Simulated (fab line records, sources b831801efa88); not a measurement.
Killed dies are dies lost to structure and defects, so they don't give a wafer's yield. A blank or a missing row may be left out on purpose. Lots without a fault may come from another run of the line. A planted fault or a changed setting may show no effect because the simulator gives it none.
fab line records | flow gf180mcu | part 1 of 2: steps 1 to 28 of 40
record lots=5 wafers=15 last_day=31
route steps=602 shown CONTACT@304 M1@315 V1@335
lots that met no fault: from a run of the same line without faults
start_h: hours from the record's first day to the start of the lot's first wafer shown | wait_h: hours since the lot's step before | " the same as in the row above | L1.1+2: a row that stands for several wafers | - no value, or no start given | * or withheld: withheld | < > ~ a bound
route shown NAME@n: a module of which the file shows steps, and the number in the route of the first | usual: mean/standard deviation of fault-free wafers | same: alike in all rows | chamber/n: place in a boat | sites: the reading at each site | _std_site: their standard deviation | _edge_site: outer sites' mean less inner sites' | radius_mm: how far each site lies from the wafer's centre | mask NAME#n: copy n | behind: the tool/chamber that last shaped the wafer | hold: why the lot was held/for how many hours/how that ended | device: the transistor (n, p or np) that didn't switch | end of line: the same wafers' tests at the end of the route | a step without rows: its recipe alone | killed: dies lost to structure and defects at the first sort, not the wafer's yield | map: a wafer's dies, x killed, . not, _ none there
set.NAME: the setting as run; set.NAME@STEP: as run at that earlier step | model.NAME: the simulator's own value behind a step, which no gauge read
lots at some steps of the route; a table a step, a row a wafer
services: from which hour (start_h, from the record's first day; less than 0 if before it) a tool's chamber was out of use, for how many hours, and why
## steps
# step GF_CONTACT_ETCH_17
# recipe chemistry=C4F8/O2/Ar mask_material=KrF target=SiO2 stop_on=CoSi2 source_w=1500 bias_w=1200 pressure_mtorr=40 c4f8_flow_sccm=withheld O2_flow_sccm=6 Ar_flow_sccm=300 time_s=withheld target_depth_a=8600
# usual oes_product_au=0.815/0.005
# columns lot.wafer tool chamber start_h wait_h oes_product_au
L074.1 rie_diel-01 3 - - 0.811
L074.3 " 1 " " 0.816
L074.5 " 1 " " 0.813
L075.1 rie_diel-02 3 - - 0.819
L075.3 " 0 " " 0.819
L075.6 " 3 " " 0.820
L080.1 rie_diel-03 0 - - 0.814
L080.2 " 1 " " 0.825
L080.4 " 3 " " 0.816
L082.2 rie_diel-03 2 - - 0.816
L082.4 " 1 " " 0.820
L082.6 " 3 " " 0.808
L084.3 rie_diel-01 1 - - 0.819
L084.4 " 3 " " 0.820
L084.6 " 0 " " 0.817
# step GF_CONTACT_STRIP_18
# recipe chemistry=O2/N2 power_w=1400 pressure_mtorr=1500 platen_temp_c=251.7 o2_flow_sccm=3000 n2_flow_sccm=300 overash_fraction=0.5
# usual drypump_motor_current_A=5.6/0.35 heater_power_w=345/21 oes_product_au=0.580/0.0051
# columns lot.wafer tool chamber start_h wait_h drypump_motor_current_A heater_power_w oes_product_au rf_hours_counter_h
L074.1 plasma_asher-01 0 356.60 - 5.3 319 0.581 70
L074.3 " 1 " " 5.9 329 0.574 -
L074.5 " 1 " " 5.9 327 0.585 -
L075.1 plasma_asher-01 1 368.09 - 5.9 335 0.581 72
L075.3 " 0 " " 5.2 319 0.577 -
L075.6 " 1 " " 5.9 328 0.580 -
L080.1 plasma_asher-03 1 424.81 - 5.9 379 0.585 34
L080.2 " 0 " " 5.5 332 0.577 34
L080.4 " 1 " " 5.9 384 0.592 -
L082.2 plasma_asher-01 0 432.66 - 5.3 303 0.584 0
L082.4 " 0 " " 5.2 304 0.577 -
L082.6 " 0 " " 5.3 305 0.582 -
L084.3 plasma_asher-02 0 448.32 - 6.0 363 0.576 -
L084.4 " 1 " " 5.1 353 0.578 -
L084.6 " 0 " " 5.9 353 0.579 -
# step GF_CONTACT_CLEAN_19
# recipe chemistry=SPM
# columns lot.wafer tool chamber start_h wait_h
L074.1+3+5 wet_bench-03 0 356.70 0.1
L075.1+3+6 wet_bench-02 0 368.19 0.1
L080.1+2+4 wet_bench-01 0 424.91 0.1
L082.2+4+6 wet_bench-02 2 432.76 0.1
L084.3+4+6 wet_bench-03 0 448.39 0.0
# step GF_CONTACT_CLEAN_20
# recipe chemistry=DIW
# columns lot.wafer tool chamber start_h wait_h
L074.1+3+5 wet_bench-01 0 356.80 0.0
L075.1+3+6 wet_bench-01 1 368.28 0.0
L080.1+2+4 wet_bench-03 0 425.00 0.0
L082.2+4+6 wet_bench-01 1 432.86 0.0
L084.3+4+6 wet_bench-02 1 448.59 0.0
# step GF_CONTACT_CLEAN_21
# recipe chemistry=dHF time_s=20 dilution=100:1 dry=ipa_marangoni
# columns lot.wafer tool chamber start_h wait_h
L074.1+3+5 wet_bench-03 3 356.90 0.0
L075.1+3+6 wet_bench-03 1 368.38 0.0
L080.1+2+4 wet_bench-01 2 425.10 0.0
L082.2+4+6 wet_bench-03 1 432.95 0.0
L084.3+4+6 wet_bench-01 1 448.68 0.0
# step GF_CONTACT_SPUTTER_22
# recipe material=Ti target_thk_nm=15 chamber_pressure_pa=5 power_w=2500 substrate_temp_c=200 time_s=80.02
# usual throttle_valve_pct=29.5/1.1
# columns lot.wafer tool chamber start_h wait_h throttle_valve_pct
L074.1 pvd_sputter-02 - 356.91 0.0 29.4
L074.3 " - " " 30.7
L074.5 " - " " 29.8
L075.1 pvd_sputter-04 - 368.39 0.0 28.6
L075.3 " - " " 31.1
L075.6 " - " " 31.4
L080.1 pvd_sputter-04 - 425.11 0.0 28.2
L080.2 " - " " 29.2
L080.4 " - " " 28.5
L082.2 pvd_sputter-02 - 432.98 0.0 29.8
L082.4 " - " " 31.3
L082.6 " - " " 29.8
L084.3 pvd_sputter-03 - 448.70 0.0 28.2
L084.4 " - " " 28.8
L084.6 " - " " 28.4
# step GF_CONTACT_SPUTTER_23
# recipe material=TiN target_thk_nm=10 chamber_pressure_pa=5 power_w=4000 time_s=40
# usual throttle_valve_pct=29.5/1
# columns lot.wafer tool chamber start_h wait_h throttle_valve_pct
L074.1 pvd_sputter-02 - 356.97 0.0 29.6
L074.3 " - " " 30.4
L074.5 " - " " 29.8
L075.1 pvd_sputter-04 - 368.45 0.0 28.9
L075.3 " - " " 31.3
L075.6 " - " " 31.2
L080.1 pvd_sputter-04 - 425.17 0.0 28.3
L080.2 " - " " 29.1
L080.4 " - " " 28.7
L082.2 pvd_sputter-02 - 433.04 0.0 29.4
L082.4 " - " " 31.6
L082.6 " - " " 29.7
L084.3 pvd_sputter-03 - 448.76 0.0 28.4
L084.4 " - " " 28.4
L084.6 " - " " 28.6
# step GF_CONTACT_CVD_24
# recipe material=W target_thk_nm=300 time_s=90.339 temp_c=400 pressure_torr=40
# usual heater_power_w=770/56
# columns lot.wafer tool chamber start_h wait_h heater_power_w
L074.1 cvd_w-02 1 357.01 0.0 770
L074.3 " 0 " " 761
L074.5 " 1 " " 772
L075.1 cvd_w-01 0 368.49 0.0 718
L075.3 " 1 " " 833
L075.6 " 1 " " 847
L080.1 cvd_w-01 0 425.21 0.0 723
L080.2 " 1 " " 839
L080.4 " 0 " " 728
L082.2 cvd_w-01 1 433.08 0.0 853
L082.4 " 0 " " 755
L082.6 " 0 " " 729
L084.3 cvd_w-02 1 448.83 0.1 718
L084.4 " 0 " " 685
L084.6 " 0 " " 695
# step GF_CONTACT_RS_MEAS_25
# recipe thk_meas_gauge=four-point-probe reads=W_of_CONTACT_CVD_24+TiN_of_CONTACT_SPUTTER_23+Ti_of_CONTACT_SPUTTER_22
# usual CONTACT_W_RS=0.381/0.0042
# columns lot.wafer tool chamber start_h wait_h CONTACT_W_RS[ohm/sq]
L074.1 film_metro-03 - 357.11 0.1 0.379
L074.3 " - " " 0.380
L074.5 " - " " 0.380
L075.1 film_metro-03 - 368.59 0.1 0.375
L075.3 " - " " 0.380
L075.6 " - " " 0.383
L080.1 film_metro-02 - 425.31 0.1 0.379
L080.2 " - " " 0.377
L080.4 " - " " 0.380
L082.2 film_metro-02 - 433.20 0.1 0.375
L082.4 " - " " 0.376
L082.6 " - " " 0.381
L084.3 film_metro-02 - 448.94 0.1 0.380
L084.4 " - " " 0.387
L084.6 " - " " 0.389
# step GF_CONTACT_THK_MEAS_26
# recipe thk_meas_gauge=xrf reads=W_of_CONTACT_CVD_24
# usual CONTACT_W_THK=312/4.3
# columns lot.wafer tool chamber start_h wait_h CONTACT_W_THK[nm]
L074.1 film_metro-03 - 357.23 0.1 316
L074.3 " - " " 315
L074.5 " - " " 315
L075.1 film_metro-03 - 368.71 0.1 316
L075.3 " - " " 313
L075.6 " - " " 311
L080.1 film_metro-02 - 425.43 0.1 313
L080.2 " - " " 313
L080.4 " - " " 314
L082.2 film_metro-02 - 433.31 0.1 315
L082.4 " - " " 312
L082.6 " - " " 310
L084.3 film_metro-02 - 449.04 0.1 309
L084.4 " - " " 303
L084.6 " - " " 303
# step GF_CONTACT_CMP_27
# recipe stop_on=SiO2 down_force_psi=3.5 platen_rpm=60 t_overpolish_s=15 target_thk_nm=0 pad_velocity_m_s=0.94248
# usual motor_current_A=10.6/0.69 overpolish_run_s=15.000/0.0088 retaining_ring_pressure_frac=1.001/0.0053 time_to_endpoint_s=73/3.2
# columns lot.wafer tool chamber start_h wait_h motor_current_A overpolish_run_s retaining_ring_pressure_frac time_to_endpoint_s
L074.1 cmp-01 3 357.29 0.1 11.4 14.996 1.000 71
L074.3 " 1 " " 11.4 15.008 1.000 72
L074.5 " 3 " " 11.1 14.996 0.996 71
L075.1 cmp-02 2 368.82 0.1 10.7 15.004 0.986 77
L075.3 " 3 " " 10.4 15.004 1.006 78
L075.6 " 1 " " 9.9 15.008 0.996 74
L080.1 cmp-01 2 425.49 0.1 11.8 15.005 0.994 75
L080.4 " 3 " " 12.0 15.010 0.994 72
L080.2 " 1 " " 11.2 15.004 1.003 73
L082.4 cmp-01 2 433.46 0.1 11.6 14.990 1.008 69
L082.2 " 3 " " 11.9 15.006 1.007 70
L082.6 " 1 " " 11.1 14.985 0.989 72
L084.4 cmp-02 1 449.08 0.0 9.6 15.002 0.996 69
L084.3 " 0 " " 10.3 15.013 1.012 72
L084.6 " 2 " " 10.8 14.979 0.997 73
# step GF_M1_SPUTTER_00
# recipe material=Ti target_thk_nm=37.5 arriving_ion_energy_ev=80 substrate_temp_c=200 chamber_pressure_pa=2 power_w=4000 time_s=150
# usual throttle_valve_pct=30.2/1
# columns lot.wafer tool chamber start_h wait_h throttle_valve_pct
L074.1 pvd_sputter-03 - 357.59 0.2 30.4
L074.3 " - " " 28.3
L074.5 " - " " 30.3
L075.1 pvd_sputter-02 - 369.07 0.2 29.4
L075.3 " - " " 31.4
L075.6 " - " " 30.0
L080.1 pvd_sputter-01 - 425.79 0.2 31.9
L080.2 " - " " 29.0
L080.4 " - " " 29.6
L082.2 pvd_sputter-02 - 433.66 0.1 30.5
L082.4 " - " " 29.6
L082.6 " - " " 29.7
L084.3 pvd_sputter-02 - 449.38 0.1 29.7
L084.4 " - " " 29.4
L084.6 " - " " 29.7
# step GF_M1_SPUTTER_01
# recipe material=TiN target_thk_nm=30 power_w=6500 time_s=25 chamber_pressure_pa=0.4
# usual throttle_valve_pct=30.2/0.99
# columns lot.wafer tool chamber start_h wait_h throttle_valve_pct
L074.1 pvd_sputter-03 - 357.69 0.1 30.4
L074.3 " - " " 28.6
L074.5 " - " " 30.3
L075.1 pvd_sputter-02 - 369.17 0.1 29.3
L075.3 " - " " 31.5
L075.6 " - " " 29.6
L080.1 pvd_sputter-01 - 425.89 0.1 32.0
L080.2 " - " " 28.9
L080.4 " - " " 29.8
L082.2 pvd_sputter-02 - 433.76 0.1 30.3
L082.4 " - " " 29.8
L082.6 " - " " 29.6
L084.3 pvd_sputter-02 - 449.48 0.1 29.6
L084.4 " - " " 29.6
L084.6 " - " " 29.6
# step GF_M1_SPUTTER_02
# recipe material=AlCu target_thk_nm=450 power_w=10600 time_s=23.9 chamber_pressure_pa=0.4
# usual throttle_valve_pct=30.2/0.98
# columns lot.wafer tool chamber start_h wait_h throttle_valve_pct
L074.1 pvd_sputter-03 - 357.72 0.0 30.4
L074.3 " - " " 28.6
L074.5 " - " " 30.3
L075.1 pvd_sputter-02 - 369.20 0.0 29.6
L075.3 " - " " 31.5
L075.6 " - " " 29.6
L080.1 pvd_sputter-01 - 425.92 0.0 32.1
L080.2 " - " " 29.2
L080.4 " - " " 29.7
L082.2 pvd_sputter-02 - 433.79 0.0 30.6
L082.4 " - " " 29.9
L082.6 " - " " 29.7
L084.3 pvd_sputter-02 - 449.51 0.0 29.5
L084.4 " - " " 29.5
L084.6 " - " " 29.7
# step GF_M1_SPUTTER_03
# recipe material=Ti target_thk_nm=10 substrate_temp_c=300 chamber_pressure_pa=0.3 power_w=3000 time_s=6.7
# usual throttle_valve_pct=30.2/1
# columns lot.wafer tool chamber start_h wait_h throttle_valve_pct
L074.1 pvd_sputter-03 - 357.75 0.0 30.5
L074.3 " - " " 28.3
L074.5 " - " " 30.3
L075.1 pvd_sputter-02 - 369.23 0.0 29.6
L075.3 " - " " 31.6
L075.6 " - " " 29.9
L080.1 pvd_sputter-01 - 425.95 0.0 31.9
L080.2 " - " " 29.3
L080.4 " - " " 29.6
L082.2 pvd_sputter-02 - 433.82 0.0 30.5
L082.4 " - " " 29.6
L082.6 " - " " 29.7
L084.3 pvd_sputter-02 - 449.54 0.0 29.4
L084.4 " - " " 29.6
L084.6 " - " " 29.4
# step GF_M1_SPUTTER_04
# recipe material=TiN target_thk_nm=50 power_w=6500 time_s=41.7 chamber_pressure_pa=0.4
# usual throttle_valve_pct=30.2/0.97
# columns lot.wafer tool chamber start_h wait_h throttle_valve_pct
L074.1 pvd_sputter-03 - 357.77 0.0 30.6
L074.3 " - " " 28.2
L074.5 " - " " 30.2
L075.1 pvd_sputter-02 - 369.25 0.0 29.5
L075.3 " - " " 31.6
L075.6 " - " " 29.5
L080.1 pvd_sputter-01 - 425.97 0.0 31.8
L080.2 " - " " 29.2
L080.4 " - " " 29.7
L082.2 pvd_sputter-02 - 433.84 0.0 30.7
L082.4 " - " " 29.6
L082.6 " - " " 29.7
L084.3 pvd_sputter-02 - 449.56 0.0 29.9
L084.4 " - " " 29.5
L084.6 " - " " 29.9
# step GF_M1_RS_MEAS_05
# recipe thk_meas_gauge=four-point-probe reads=TiN_of_M1_SPUTTER_04+Ti_of_M1_SPUTTER_03+AlCu_of_M1_SPUTTER_02+TiN_of_M1_SPUTTER_01+Ti_of_M1_SPUTTER_00
# usual M1_ALCU_RS=0.0697/0.00067
# columns lot.wafer tool chamber start_h wait_h M1_ALCU_RS[ohm/sq]
L074.1 film_metro-04 - 357.81 0.0 0.0703
L074.3 " - " " 0.0706
L074.5 " - " " 0.0696
L075.1 film_metro-04 - 369.29 0.0 0.0698
L075.3 " - " " 0.0705
L075.6 " - " " 0.0692
L080.1 film_metro-02 - 426.01 0.0 0.0693
L080.2 " - " " 0.0704
L080.4 " - " " 0.0705
L082.2 film_metro-04 - 433.90 0.0 0.0702
L082.4 " - " " 0.0696
L082.6 " - " " 0.0693
L084.3 film_metro-02 - 449.64 0.1 0.0684
L084.4 " - " " 0.0689
L084.6 " - " " 0.0686
# step GF_M1_THK_MEAS_06
# recipe thk_meas_gauge=xrf reads=AlCu_of_M1_SPUTTER_02
# usual M1_ALCU_THK=441/4.8
# columns lot.wafer tool chamber start_h wait_h M1_ALCU_THK[nm]
L074.1 film_metro-04 - 357.93 0.1 437
L074.3 " - " " 438
L074.5 " - " " 443
L075.1 film_metro-04 - 369.41 0.1 442
L075.3 " - " " 437
L075.6 " - " " 444
L080.1 film_metro-02 - 426.13 0.1 448
L080.2 " - " " 440
L080.4 " - " " 440
L082.2 film_metro-04 - 434.01 0.1 434
L082.4 " - " " 440
L082.6 " - " " 441
L084.3 film_metro-02 - 449.74 0.1 451
L084.4 " - " " 449
L084.6 " - " " 450
# step GF_M1_DEHYDRATE_07
# recipe temp_c=200 time_s=60
# columns lot.wafer tool chamber start_h wait_h
L074.1+3+5 litho_track-01 0 368.35 10.4
L075.1+3+6 litho_track-03 0 380.21 10.8
L080.1+2+4 litho_track-03 0 437.91 11.8
L082.2+4+6 litho_track-01 0 445.22 11.2
L084.3+4+6 litho_track-02 0 461.47 11.7
# step GF_M1_HMDS_08
# recipe prime_time_s=60 prime_temp_c=120
# columns lot.wafer tool chamber start_h wait_h
L074.1+3+5 litho_track-01 0 368.50 0.1
L075.1+3+6 litho_track-03 0 380.36 0.1
L080.1+2+4 litho_track-03 0 438.06 0.1
L082.2+4+6 litho_track-01 0 445.37 0.1
L084.3+4+6 litho_track-02 0 461.62 0.1
# step GF_M1_COAT_09
# recipe resist=KrF spin_rpm=withheld resist_thk_nm=1000
# columns lot.wafer tool chamber start_h wait_h
L074.1+3+5 litho_track-01 0 368.65 0.1
L075.1+3+6 litho_track-03 0 380.51 0.1
L080.1+2+4 litho_track-03 0 438.21 0.1
L082.2+4+6 litho_track-01 0 445.52 0.1
L084.3+4+6 litho_track-02 0 461.77 0.1
# step GF_M1_SOFTBAKE_10
# recipe temp_c=130 time_s=60 resist=KrF
# columns lot.wafer tool chamber start_h wait_h
L074.1+3+5 litho_track-01 0 368.80 0.1
L075.1+3+6 litho_track-03 0 380.66 0.1
L080.1+2+4 litho_track-03 0 438.36 0.1
L082.2+4+6 litho_track-01 0 445.67 0.1
L084.3+4+6 litho_track-02 0 461.92 0.1
# step GF_M1_EXPOSE_11
# recipe mask_id=Metal1 target_cd_nm=230 na=0.68 source_shape=conventional sigma_outer=0.6 dose_mj=28
# usual stage_vel_mm_s=500.00/0.23
# columns lot.wafer tool chamber start_h wait_h mask stage_vel_mm_s
L074.1 krf_scanner-01 0 - - Metal1#0 500.20
L074.3 " 0 " " Metal1#0 500.25
L074.5 " 0 " " Metal1#0 499.70
L075.1 krf_scanner-01 0 - - Metal1#0 499.84
L075.3 " 0 " " Metal1#0 500.06
L075.6 " 0 " " Metal1#0 500.35
L080.1 krf_scanner-01 0 - - Metal1#0 499.82
L080.2 " 0 " " Metal1#0 500.26
L080.4 " 0 " " Metal1#0 499.86
L082.2 krf_scanner-01 0 - - Metal1#0 499.67
L082.4 " 0 " " Metal1#0 499.64
L082.6 " 0 " " Metal1#0 499.89
L084.3 krf_scanner-01 0 - - Metal1#0 499.71
L084.4 " 0 " " Metal1#0 500.18
L084.6 " 0 " " Metal1#0 499.98
# step GF_M1_PEB_12
# recipe peb_temp_c=135 peb_time_s=90 resist=KrF
# columns lot.wafer tool chamber start_h wait_h
L074.1+3+5 litho_track-01 0 - -
L075.1+3+6 litho_track-03 0 - -
L080.1+2+4 litho_track-01 0 - -
L082.2+4+6 litho_track-03 0 - -
L084.3+4+6 litho_track-02 0 - -
# step GF_M1_DEVELOP_13
# recipe develop_time_s=60 dev_temp_c=21
# same develop_time_s=60
# columns lot.wafer tool chamber start_h wait_h
L074.1+3+5 litho_track-01 0 379.95 0.2
L075.1+3+6 litho_track-03 0 391.71 0.2
L080.1+2+4 litho_track-01 0 449.75 0.2
L082.2+4+6 litho_track-03 0 457.84 0.2
L084.3+4+6 litho_track-02 0 473.77 0.1
# step GF_M1_CD_MEAS_14
# recipe target_cd_nm=230
# usual cd_nm=230.4/1.1
# columns lot.wafer tool chamber start_h wait_h cd_nm
L074.1 cd_sem-01 - 380.10 0.1 231.9
L074.3 " - " " 232.5
L074.5 " - " " 231.7
L075.1 cd_sem-01 - 391.86 0.1 230.2
L075.3 " - " " 230.3
L075.6 " - " " 230.6
L080.1 cd_sem-02 - 449.90 0.1 231.7
L080.2 " - " " 230.9
L080.4 " - " " 231.2
L082.2 cd_sem-02 - 457.98 0.1 229.8
L082.4 " - " " 229.8
L082.6 " - " " 229.7
L084.3 cd_sem-02 - 473.91 0.1 230.8
L084.4 " - " " 229.3
L084.6 " - " " 229.4
# step GF_M1_OVL_MEAS_15
# usual M1_OVL=-2/5.3
# columns lot.wafer tool chamber start_h wait_h M1_OVL[nm]
L074.1 overlay-01 - 380.22 0.1 -8
L074.3 " - " " -10
L074.5 " - " " -8
L075.1 overlay-02 - 391.98 0.1 3
L075.3 " - " " 6
L075.6 " - " " -1
L080.1 overlay-02 - 450.02 0.1 -4
L080.2 " - " " -2
L080.4 " - " " -2
L082.2 overlay-01 - 458.09 0.1 -1
L082.4 " - " " -9
L082.6 " - " " 3
L084.3 overlay-02 - 474.00 0.1 -2
L084.4 " - " " -1
L084.6 " - " " 2
# step GF_M1_METAL_ETCH_16
# recipe chemistry=Cl2/BCl3 mask_material=KrF target_depth_nm=627.5 stop_on=SiO2 pressure_mtorr=8 icp_w=800 bias_w=140 Cl2_flow_sccm=80 bcl3_flow_sccm=40 time_s=104.6
# usual drypump_motor_current_A=5.8/0.59 oes_product_au=0.971/0.006 throttle_valve_pct=28.251/0.0096
# columns lot.wafer tool chamber start_h wait_h drypump_motor_current_A oes_product_au rf_hours_counter_h throttle_valve_pct
L074.1 rie_metal-01 1 380.25 0.0 4.9 0.965 4 28.247
L074.3 " 0 " " 6.5 0.968 - 28.238
L074.5 " 0 " " 6.5 0.973 - 28.247
L075.1 rie_metal-02 0 392.02 0.0 5.8 0.972 3 28.247
L075.3 " 1 " " 5.1 0.966 - 28.249
L075.6 " 0 " " 5.9 0.972 - 28.254
L080.1 rie_metal-04 0 450.05 0.0 5.8 0.979 9 28.228
L080.2 " 1 " " 6.4 0.968 11 28.252
L080.4 " 0 " " 5.8 0.962 - 28.236
L082.2 rie_metal-01 0 458.12 0.0 6.5 0.970 6 28.254
L082.4 " 0 " " 6.5 0.979 - 28.254
L082.6 " 0 " " 6.5 0.971 - 28.246
L084.3 rie_metal-01 0 474.06 0.1 6.5 0.979 - 28.247
L084.4 " 1 " " 4.9 0.974 - 28.243
L084.6 " 1 " " 4.9 0.978 - 28.253
